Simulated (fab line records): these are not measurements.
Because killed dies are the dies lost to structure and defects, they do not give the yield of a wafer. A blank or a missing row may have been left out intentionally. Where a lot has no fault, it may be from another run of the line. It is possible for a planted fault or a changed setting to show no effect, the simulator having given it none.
Struck lot and sound lot, side by side || flow sky130 || 14 steps out of a route of 708
Sound: the wafers L607.2, L607.3, L607.6. Wafers struck: L622.1, L622.2, L622.3. The cause is given at the end.
At each step with rows: each side's tool, then ch and its chambers, then its first start. Under that, the readings that differ: sound wafers || struck wafers || difference of the means || sigmas: that difference in standard deviations of wafers without a fault.
alike: a reading whose means differ by less than 2 such deviations, as well as words and numbers matching on both sides. not compared: withheld readings; readings where some wafer has no value; bounds like >300 that might hide an equal value; numbers whose values overlap and for which the record gives no deviation.
A row with sigmas, a row that says differs or no value, or rows on one side alone: a step with any of these is where the two part. Numbers that don't overlap but have no deviation are shown without sigmas and don't part them. A reading missing from all wafers of one side parts the sides only when that side holds two or more wafers.

SKY_POLY_GATE_ETCH_15: etches BARC in N2/H2, stops on SiO2, time 118.5 s, target depth 110 nm.
  sound on rie-diel-02 ch 0,2,3, day 19 00:19; struck on rie-diel-02 ch 0,2,3, day 24 09:34
  alike: drypump-motor-current-A, oes-product-au, throttle-valve-pct
  not compared: rf-hours-counter-h
SKY_POLY_GATE_ETCH_16: etches Si3N4 in CH3F/O2, stops on poly-Si, time 147.5 s, target depth 75 nm.
  sound on rie-diel-02 ch 0,2,3, day 19 00:24; struck on rie-diel-02 ch 0,2,3, day 24 09:39
  alike: drypump-motor-current-A, oes-product-au, throttle-valve-pct
  not compared: rf-hours-counter-h
SKY_POLY_GATE_ETCH_17: etches poly-Si in HBr/Cl2, stops on SiO2, target depth 180 nm, time 70.5 s.
  sound on rie-si-02 ch 1,2,3, day 19 00:30; struck on rie-si-02 ch 0,1,3, day 24 09:45
  alike: drypump-motor-current-A, oes-product-au, throttle-valve-pct
  not compared: rf-hours-counter-h
SKY_POLY_GATE_STRIP_18: strips in O2/N2.
  sound on plasma-asher-01 ch 0,1, day 19 00:34; struck on plasma-asher-04 ch 0,1, day 24 09:49
  alike: drypump-motor-current-A, oes-product-au, strip-time-to-endpoint-s
  not compared: rf-hours-counter-h
then, 2 steps without rows for these wafers: SKY_POLY_GATE_CLEAN_19 (cleans in SC1/SC2, time 150 s); SKY_POLY_GATE_OXIDATION_20 (stabilise 600 s, purge 300 s, target thk 4 nm).
SKY_POLY_GATE_THK_MEAS_21:
  sound on film-metro-03 at day 19 01:58; struck on film-metro-03 at day 24 11:13
{"reading": "POLY_GATE_OXIDATION_THK (nm)", "sound": "4.23 4.22 4.21", "struck": "4.02 3.94 4.00", "difference": -0.23, "sigmas": -3}
SKY_POLY_GATE_CD_MEAS_22:
  sound on cd-sem-02 at day 19 02:02; struck on cd-sem-01 at day 24 11:16
  alike: cd-nm
then, 4 steps without rows for these wafers: SKY_LDD_N_DEHYDRATE_00 (time 60 s); SKY_LDD_N_HMDS_01 (prime time 60 s); SKY_LDD_N_COAT_02 (resist thk 300 nm); SKY_LDD_N_SOFTBAKE_03 (time 60 s).
SKY_LDD_N_EXPOSE_04: exposes mask NTM, target cd 840 nm.
  struck on iline-stepper-02, day 25 06:45; sound on iline-stepper-02 ch 0, day 19 17:50
  no value came back on the struck wafers for exposure-dose-mJ-cm2, focus-offset-nm (nm); on the sound wafers exposure-dose-mJ-cm2 reads 109.97 109.88 109.95
  alike: mask
then, 1 step without rows for these wafers: SKY_LDD_N_PEB_05.

## WHERE THEY PART
First at SKY_POLY_GATE_THK_MEAS_21; last, within this record, at SKY_LDD_N_EXPOSE_04.

WHY: what the simulator had put in
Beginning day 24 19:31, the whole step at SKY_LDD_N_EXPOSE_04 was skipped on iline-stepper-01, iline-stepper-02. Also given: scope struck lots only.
